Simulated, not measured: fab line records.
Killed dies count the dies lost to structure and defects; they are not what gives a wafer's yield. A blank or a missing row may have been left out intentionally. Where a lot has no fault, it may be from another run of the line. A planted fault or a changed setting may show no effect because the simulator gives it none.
fab line records ; flow sky130
record: lots: 14; wafers: 42; last-day: 50
route steps=708 shown CONTACT@420 METAL1@448 VIA1@471
lots with no fault: from the same line, run without faults
start-h: hours from the record's opening day to when the first of the lot's shown wafers began ; wait-h: hours since the lot's step before ; " identical to the entry in the row above ; L1.1+2: a single row standing in for several wafers ; - value missing, or start not given ; * or withheld: withheld ; < > ~ a bound
route shown NAME@n: NAME is a module with steps in the file, n the number in the route of the first one ; usual: the fault-free wafers' mean and standard deviation ; same: alike in all rows ; chamber/n: place in a boat ; sites: per-site readings ; _std_site: how widely they spread, as a standard deviation ; _edge_site: mean of outer sites minus mean of inner sites ; radius-mm: how far each site lies from the wafer's centre ; mask NAME#n: copy n ; behind: the last tool/chamber to shape the wafer ; hold: what put the lot on hold/how long, in hours/how the hold closed ; device: which transistor (n, p or np) failed to switch ; end of line: tests run on the same wafers once the route is complete ; where a step has no rows: the recipe by itself ; killed: count of dies lost to structure and defects at first sort (not the wafer's yield) ; map: dies across one wafer; x = killed, . = not, _ = none there
set.NAME: the setting that was run; set.NAME@STEP: the one run at that earlier step ; model.NAME: the simulator's own value behind a step, which no gauge read
steps of the route over a sample of lots; a table a step, a row a wafer
services: from which hour (start-h, from the record's first day; less than 0 if before it) a tool's chamber was out of use, for how many hours, and why
== steps ==
step: SKY_CONTACT_CD_MEAS_14
recipe: target-cd-nm: 170
usual: cd-nm: 170.0/1.5
lot.wafer;tool;chamber;start-h;wait-h;cd-nm
L503.2;cd-sem-02;-;732.32;-;169.0
L503.4;cd-sem-02;-;732.32;-;169.6
L503.5;cd-sem-02;-;732.32;-;168.8
L504.1;cd-sem-02;-;748.11;-;168.4
L504.4;cd-sem-02;-;748.11;-;170.2
L504.6;cd-sem-02;-;748.11;-;169.0
L505.3;cd-sem-02;-;754.90;-;168.2
L505.4;cd-sem-02;-;754.90;-;168.9
L505.5;cd-sem-02;-;754.90;-;166.7
L507.4;cd-sem-02;-;779.72;-;171.8
L507.5;cd-sem-02;-;779.72;-;171.6
L507.6;cd-sem-02;-;779.72;-;171.7
L509.1;cd-sem-02;-;796.36;-;168.6
L509.5;cd-sem-02;-;796.36;-;170.6
L509.6;cd-sem-02;-;796.36;-;170.7
L510.1;cd-sem-02;-;797.66;-;168.2
L510.2;cd-sem-02;-;797.66;-;168.5
L510.5;cd-sem-02;-;797.66;-;168.5
L512.4;cd-sem-02;-;812.41;-;171.3
L512.5;cd-sem-02;-;812.41;-;172.0
L512.6;cd-sem-02;-;812.41;-;171.4
L520.2;cd-sem-01;-;866.33;-;172.3
L520.3;cd-sem-01;-;866.33;-;172.1
L520.6;cd-sem-01;-;866.33;-;173.2
L521.1;cd-sem-02;-;878.71;-;172.1
L521.2;cd-sem-02;-;878.71;-;171.0
L521.3;cd-sem-02;-;878.71;-;171.6
L522.1;cd-sem-01;-;883.01;-;168.9
L522.3;cd-sem-01;-;883.01;-;168.1
L522.5;cd-sem-01;-;883.01;-;170.5
L523.1;cd-sem-02;-;889.66;-;170.2
L523.4;cd-sem-02;-;889.66;-;170.7
L523.6;cd-sem-02;-;889.66;-;171.3
L524.2;cd-sem-01;-;899.62;-;171.0
L524.3;cd-sem-01;-;899.62;-;170.0
L524.6;cd-sem-01;-;899.62;-;169.9
L525.1;cd-sem-01;-;902.06;-;170.0
L525.2;cd-sem-01;-;902.06;-;170.2
L525.3;cd-sem-01;-;902.06;-;167.6
L526.4;cd-sem-01;-;908.52;-;170.8
L526.5;cd-sem-01;-;908.52;-;172.3
L526.6;cd-sem-01;-;908.52;-;172.0
step: SKY_METAL1_DEVELOP_14
recipe: develop-time-s: 60; resist: KrF-thick; dev-temp-c: 21
usual: chill-plate-temp-C: 23.00/0.11; develop-time-s: 60/0
lot.wafer;tool;chamber;start-h;wait-h;chill-plate-temp-C;develop-time-s
L503.2;litho-track-02;0;760;-;23.11;60
L503.4;litho-track-02;0;761;-;23.09;60
L503.5;litho-track-02;0;761;-;22.97;60
L504.1;litho-track-04;0;777;-;22.69;60
L504.4;litho-track-04;0;777;-;23.02;60
L504.6;litho-track-04;0;777;-;22.96;60
L505.3;litho-track-02;0;782;-;23.05;60
L505.4;litho-track-02;0;782;-;23.11;60
L505.5;litho-track-02;0;782;-;23.03;60
L507.4;litho-track-02;0;808;-;22.95;60
L507.5;litho-track-02;0;808;-;22.85;60
L507.6;litho-track-02;0;808;-;22.95;60
L509.1;litho-track-02;0;824;-;23.22;60
L509.5;litho-track-02;0;824;-;23.11;60
L509.6;litho-track-02;0;824;-;23.12;60
L510.1;litho-track-04;0;824;-;23.02;60
L510.2;litho-track-04;0;824;-;23.00;60
L510.5;litho-track-04;0;824;-;22.97;60
L512.4;litho-track-02;0;839;-;22.93;60
L512.5;litho-track-02;0;839;-;23.14;60
L512.6;litho-track-02;0;839;-;22.95;60
L520.2;litho-track-04;-;893;-;-;-
L520.3;litho-track-04;-;894;-;-;-
L520.6;litho-track-04;-;894;-;-;-
L521.1;litho-track-04;-;906;-;-;-
L521.2;litho-track-04;-;906;-;-;-
L521.3;litho-track-04;-;906;-;-;-
L522.1;litho-track-01;0;909;-;22.88;60
L522.3;litho-track-01;0;909;-;22.95;60
L522.5;litho-track-01;0;909;-;23.01;60
L523.1;litho-track-02;0;917;-;23.09;60
L523.4;litho-track-02;0;917;-;23.02;60
L523.6;litho-track-02;0;917;-;23.03;60
L524.2;litho-track-04;0;926;-;22.73;60
L524.3;litho-track-04;0;926;-;22.92;60
L524.6;litho-track-04;0;926;-;22.96;60
L525.1;litho-track-02;0;928;-;22.98;60
L525.2;litho-track-02;0;928;-;23.08;60
L525.3;litho-track-02;0;928;-;23.03;60
L526.4;litho-track-01;0;934;-;23.12;60
L526.5;litho-track-01;0;934;-;23.16;60
L526.6;litho-track-01;0;934;-;23.02;60
step: SKY_VIA1_OVL_MEAS_13
usual: VIA1_OVL: 0/5.7
lot.wafer;tool;chamber;start-h;wait-h;VIA1_OVL[nm]
L503.2;overlay-02;-;789.68;0.1;-4
L503.4;overlay-02;-;789.68;0.1;-1
L503.5;overlay-02;-;789.68;0.1;-5
L504.1;overlay-01;-;805.23;0.1;-3
L504.4;overlay-01;-;805.23;0.1;-2
L504.6;overlay-01;-;805.23;0.1;-4
L505.3;overlay-02;-;811.33;0.1;6
L505.4;overlay-02;-;811.33;0.1;-1
L505.5;overlay-02;-;811.33;0.1;2
L507.4;overlay-01;-;836.32;0.1;2
L507.5;overlay-01;-;836.32;0.1;4
L507.6;overlay-01;-;836.32;0.1;1
L509.1;overlay-01;-;852.43;0.1;-3
L509.5;overlay-01;-;852.43;0.1;-2
L509.6;overlay-01;-;852.43;0.1;-2
L510.1;overlay-02;-;852.60;0.1;5
L510.2;overlay-02;-;852.60;0.1;4
L510.5;overlay-02;-;852.60;0.1;3
L512.4;overlay-02;-;867.60;0.1;-4
L512.5;overlay-02;-;867.60;0.1;-6
L512.6;overlay-02;-;867.60;0.1;-1
L522.1;overlay-01;-;935.90;0.1;-6
L522.3;overlay-01;-;935.90;0.1;-7
L522.5;overlay-01;-;935.90;0.1;-14
L523.1;overlay-02;-;943.68;0.1;8
L523.4;overlay-02;-;943.68;0.1;3
L523.6;overlay-02;-;943.68;0.1;6
L524.2;overlay-01;-;952.69;0.1;1
L524.3;overlay-01;-;952.69;0.1;-2
L524.6;overlay-01;-;952.69;0.1;7
L525.1;overlay-01;-;955.20;0.1;0
L525.2;overlay-01;-;955.20;0.1;-5
L525.3;overlay-01;-;955.20;0.1;1
L526.4;overlay-01;-;961.17;0.1;-5
L526.5;overlay-01;-;961.17;0.1;-3
L526.6;overlay-01;-;961.17;0.1;-5
step: SKY_VIA1_ETCH_14
recipe: chemistry: N2/H2; target: BARC; ion-energy-ev: 200; source-w: 500; bias-w: 100; pressure-mtorr: 30; n2-flow-sccm: 100; h2-flow-sccm: 200; stop-on: SiO2; time-s: 45.9; target-depth-a: 600
usual: drypump-motor-current-A: 6.0/0.48; oes-product-au: 0.855/0.0047; rf-fwd-power-W: 495.5/2; throttle-valve-pct: 13.224/0.0089
lot.wafer;tool;chamber;start-h;wait-h;drypump-motor-current-A;oes-product-au;rf-fwd-power-W;rf-hours-counter-h;throttle-valve-pct
L503.2;rie-diel-01;2;789.71;0.0;6.2;0.856;496.0;3;13.220
L503.4;rie-diel-01;3;789.71;0.0;6.4;0.856;495.4;-;13.235
L503.5;rie-diel-01;0;789.71;0.0;5.8;0.853;495.4;-;13.231
L504.1;rie-diel-01;1;805.26;0.0;5.5;0.857;498.5;0;13.218
L504.4;rie-diel-01;2;805.26;0.0;6.2;0.858;493.0;3;13.218
L504.6;rie-diel-01;0;805.26;0.0;5.7;0.854;495.6;-;13.233
L505.3;rie-diel-03;2;811.36;0.0;6.7;0.865;493.6;9;13.235
L505.4;rie-diel-03;0;811.36;0.0;5.9;0.854;494.4;15;13.227
L505.5;rie-diel-03;0;811.36;0.0;5.9;0.852;495.8;-;13.225
L507.4;rie-diel-01;1;836.34;0.0;5.5;0.854;497.9;1;13.209
L507.5;rie-diel-01;3;836.34;0.0;6.3;0.851;493.6;-;13.230
L507.6;rie-diel-01;0;836.34;0.0;5.7;0.861;498.2;-;13.207
L509.1;rie-diel-04;2;852.47;0.0;5.8;0.853;496.3;6;13.222
L509.5;rie-diel-04;2;852.47;0.0;5.8;0.862;497.6;-;13.221
L509.6;rie-diel-04;3;852.47;0.0;5.3;0.850;494.6;-;13.219
L510.1;rie-diel-01;2;852.64;0.0;6.2;0.862;493.4;4;13.218
L510.2;rie-diel-01;1;852.64;0.0;5.5;0.855;497.2;1;13.239
L510.5;rie-diel-01;0;852.64;0.0;5.8;0.852;499.7;-;13.224
L512.4;rie-diel-04;0;867.62;0.0;6.4;0.853;495.6;0;13.234
L512.5;rie-diel-04;1;867.62;0.0;6.6;0.850;494.5;-;13.225
L512.6;rie-diel-04;2;867.62;0.0;5.8;0.852;494.6;-;13.227
L522.1;rie-diel-04;1;935.94;0.0;6.6;0.863;494.0;10;13.215
L522.3;rie-diel-04;2;935.94;0.0;5.8;0.858;495.0;9;13.224
L522.5;rie-diel-04;3;935.94;0.0;5.2;0.851;494.4;-;13.226
L523.1;rie-diel-03;0;943.72;0.0;5.9;0.852;493.6;19;13.211
L523.4;rie-diel-03;1;943.72;0.0;5.0;0.857;490.3;26;13.230
L523.6;rie-diel-03;3;943.72;0.0;6.2;0.862;496.2;-;13.218
L524.2;rie-diel-04;3;952.72;0.0;5.3;0.857;495.7;9;13.230
L524.3;rie-diel-04;2;952.72;0.0;5.8;0.852;495.5;10;13.199
L524.6;rie-diel-04;2;952.72;0.0;5.8;0.852;495.0;-;13.240
L525.1;rie-diel-01;1;955.24;0.0;5.5;0.861;498.6;4;13.203
L525.2;rie-diel-01;3;955.24;0.0;6.4;0.847;497.0;13;13.231
L525.3;rie-diel-01;2;955.24;0.0;6.2;0.855;492.4;7;13.226
L526.4;rie-diel-04;3;961.19;0.0;5.3;0.855;494.5;9;13.217
L526.5;rie-diel-04;3;961.19;0.0;5.3;0.849;496.6;-;13.206
L526.6;rie-diel-04;2;961.19;0.0;5.8;0.856;500.4;-;13.209
== services ==
tool;chamber;start-h;hours;kind
rie-diel-03;1;739.69;4.9;repair
rie-diel-03;3;770.37;-;clean
rie-diel-03;3;770.37;21.4;scheduled-down
rie-diel-03;3;770.37;21.4;vent-cycle
rie-diel-01;1;783.23;-;clean
rie-diel-01;1;783.23;15.0;scheduled-down
rie-diel-01;1;783.23;15.0;vent-cycle
rie-diel-04;0;793.97;5.3;repair
rie-diel-04;-;834.47;0.9;repair
rie-diel-04;0;837.83;-;clean
rie-diel-04;0;837.83;16.4;scheduled-down
rie-diel-04;0;837.83;16.4;vent-cycle
rie-diel-01;1;879.58;9.8;repair
rie-diel-04;-;890.11;0.7;repair
rie-diel-01;3;901.83;6.0;repair
rie-diel-01;3;911.02;10.0;repair
rie-diel-04;3;928.11;5.2;repair
rie-diel-01;-;929.86;0.6;repair
== key ==
first-sign: step: SKY_METAL1_DEVELOP_14; reading: tool-record; direction: missing
effect none on later readings
met-at SKY_METAL1_DEVELOP_14
struck-lots L520,L521
later-rows-left-out L520.2,L520.3,L520.6,L521.1,L521.2,L521.3
sort-left-out L520.2,L520.3,L520.6,L521.1,L521.2,L521.3
not-acting-at SKY_CONTACT_CD_MEAS_14,SKY_VIA1_OVL_MEAS_13,SKY_VIA1_ETCH_14
onset-between 824 893
fault: kind: skipped-step-whole; tool: litho-track-04; chamber: -; onset-h: 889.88; steps: SKY_METAL1_DEVELOP_14; scope: struck-lots-only
sort-left-out: the simulated sort isn't trusted on such a fault, so these wafers' sort isn't shown, and their yield isn't known
later-rows-left-out: the simulator's readings of these wafers behind a module that went badly wrong aren't trusted and aren't shown, but for the sort
